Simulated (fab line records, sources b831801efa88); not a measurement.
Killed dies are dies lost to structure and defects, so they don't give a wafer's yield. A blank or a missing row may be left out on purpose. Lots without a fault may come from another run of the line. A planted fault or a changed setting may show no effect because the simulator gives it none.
Chamber matching | flow gf180mcu | GF_V3_CVD_02 on pecvd-04: 3 sister chambers
The step deposits SiO2 from TEOS, target thk 850 nm, time 90.27 s. 16 wafers are shown with their chamber, then 8 later ones without.

WAFERS WITH THEIR CHAMBER
wafer  | chamber | heater_power_w (W)
L627.1 | 0       | 512
L627.4 | 2       | 456
L627.6 | 0       | 552
L628.1 | 1       | 625
L628.2 | 2       | 479
L628.5 | 1       | 683
L629.1 | 0       | 446
L629.3 | 1       | 629
L629.6 | 1       | 650
L630.1 | 0       | 549
L630.5 | 2       | 561
L630.6 | 1       | 546
L631.3 | 1       | 576
L631.4 | 1       | 617
L631.6 | 0       | 521
L634.3 | 1       | 663

SIGNATURES (means of the wafers above)
reading        | chamber 0 | chamber 1 | chamber 2 | scatter within a chamber
heater_power_w | 516.00    | 623.62    | 498.67    | 46
Rule: a wafer's distance from a chamber is the root of the sum, over the readings, of the square of ((its reading less the chamber's mean) divided by the reading's scatter). The wafer belongs to the nearest chamber; if the next one is less than 2 further off, it can't be placed. The scatter: the root of (the sum of the squares of (reading less its chamber's mean) over the shown wafers, divided by (wafers less chambers)).

WAFERS WITHOUT THEIR CHAMBER
wafer  | heater_power_w (W)
L634.4 | 548
L634.5 | 518
L637.2 | 652
L637.4 | 537
L637.6 | 531
L638.1 | 483
L638.2 | 538
L638.3 | 558

WHICH CHAMBER EACH WENT THROUGH
wafer  | from the rows above          | in truth
L634.4 | can't be placed: 0 or 2 or 1 | 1
L634.5 | can't be placed: 0 or 2      | 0
L637.2 | 1                            | 1
L637.4 | can't be placed: 0 or 2 or 1 | 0
L637.6 | can't be placed: 0 or 2 or 1 | 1
L638.1 | can't be placed: 2 or 0      | 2
L638.2 | can't be placed: 0 or 2 or 1 | 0
L638.3 | can't be placed: 0 or 2 or 1 | 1
Placed correctly: 1 of 8. Can't be placed from these rows: 7 (the true chamber is among the candidates in 7). Placed wrongly: 0.
